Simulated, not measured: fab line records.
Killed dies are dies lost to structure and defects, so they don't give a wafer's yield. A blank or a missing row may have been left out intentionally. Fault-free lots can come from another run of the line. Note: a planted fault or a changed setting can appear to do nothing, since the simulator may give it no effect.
Struck lot and sound lot, side by side + flow sky130 + 17 steps out of a route of 708
Sound: wafers L727.3, L727.5, L727.6. Wafers L734.3, L734.5, L734.6 were the ones struck. The cause comes at the end.
Each step with rows lists, per side, the tool, then ch with its chambers, then its first start. Under that, the readings that differ: sound wafers + struck wafers + difference of the means + sigmas: that difference in standard deviations of wafers without a fault.
alike: readings whose means differ by less than 2 such deviations, and words and numbers that are the same on both sides. not compared: withheld readings, readings that some wafer has no value for, bounds like >300 that may hide the same value, and numbers for which the record gives no deviation and whose values overlap.
The two part at a step that has a row with sigmas, a row that says differs or no value, or rows on one side only. Numbers that have no deviation but don't overlap get no sigmas and don't part them. Lack of a reading on every wafer of one side parts them only where that side has two or more wafers.

first, 3 steps without rows for these wafers: SKY_SONOS_ONO_WET_ETCH_18 (etches Si3N4 in H3PO4, target depth 15 nm, time 172 s); SKY_GATE_OXIDE_CLEAN_00 (cleans in SC1/SC2, time 150 s); SKY_GATE_OXIDE_OXIDATION_01 (stabilise 600 s, purge 300 s, target thk 10.268 nm).
SKY_GATE_OXIDE_THK_MEAS_02:
  sound on filmMetro-03, day 14 13:55; struck on filmMetro-02, day 16 21:58
| reading                          | sound             | struck         | difference | sigmas |
|----------------------------------|-------------------|----------------|------------|--------|
| GATE_OXIDE_OXIDATION_00_THK (nm) | 10.21 10.28 10.40 | 9.92 9.93 9.93 | -0.37      | -2     |
then, 7 steps without rows for these wafers: SKY_GATE_OXIDE_DEHYDRATE_03 (time 60 s); SKY_GATE_OXIDE_HMDS_04 (prime time 60 s); SKY_GATE_OXIDE_COAT_05 (resist thk 1140 nm); SKY_GATE_OXIDE_SOFTBAKE_06 (time 60 s); SKY_GATE_OXIDE_EXPOSE_07 (exposes mask LVOM, target cd 600 nm); SKY_GATE_OXIDE_PEB_08; SKY_GATE_OXIDE_DEVELOP_09 (develop time 60 s).
SKY_GATE_OXIDE_OVL_MEAS_10:
  sound on overlay-02, day 15 16:18; struck on overlay-01, day 18 03:01
  alike: GATE_OXIDE_OVL
SKY_GATE_OXIDE_IMPLANT_11:
  sound on implanter-03 ch 0, day 15 16:22; struck on implanter-03 ch 0, day 18 03:05
| reading                  | sound             | struck            | difference | sigmas |
|--------------------------|-------------------|-------------------|------------|--------|
| implantIonAmu            | 11 11 11          | 49 49 49          | +38        |        |
| model.implant.rpNm (nm)  | 32.66 32.66 32.66 | 10.17 10.17 10.17 | -22.49     |        |
| model.implant.drpNm (nm) | 17.11 17.11 17.11 | 6.005 6.005 6.005 | -11.105    |        |
  alike: endStationPressureTorr
then, 1 step without rows for these wafers: SKY_GATE_OXIDE_WET_ETCH_12 (etches SiO2 in dHF, target depth 16.8 nm, time 336 s).
SKY_GATE_OXIDE_STRIP_13: strips in O2/N2.
  sound on plasmaAsher-04 ch 0,1, day 15 16:37; struck on plasmaAsher-02 ch 0,1, day 18 03:20
  alike: drypumpMotorCurrentA, o2FlowSccm, oesProductAu, stripTimeToEndpointS
  not compared: rfHoursCounterH
SKY_GATE_OXIDE_TW_MEAS_14:
  sound on filmMetro-03, day 15 16:43; struck on filmMetro-03, day 18 03:38
| reading       | sound             | struck            | difference | sigmas      |
|---------------|-------------------|-------------------|------------|-------------|
| GATE_OXIDE_TW | 223.8 223.7 224.1 | 326.1 328.0 325.7 | +102.7     | +99 or more |
  not compared: hold
SKY_PAD_OPEN_PROBE_99:
  sound wafers here have rows in the record (prober-01, day 47 04:22); struck ones have none

== WHERE THEY PART ==
Earliest at SKY_GATE_OXIDE_THK_MEAS_02; latest, in this record, at SKY_PAD_OPEN_PROBE_99.

WHY: whatever the simulator had introduced
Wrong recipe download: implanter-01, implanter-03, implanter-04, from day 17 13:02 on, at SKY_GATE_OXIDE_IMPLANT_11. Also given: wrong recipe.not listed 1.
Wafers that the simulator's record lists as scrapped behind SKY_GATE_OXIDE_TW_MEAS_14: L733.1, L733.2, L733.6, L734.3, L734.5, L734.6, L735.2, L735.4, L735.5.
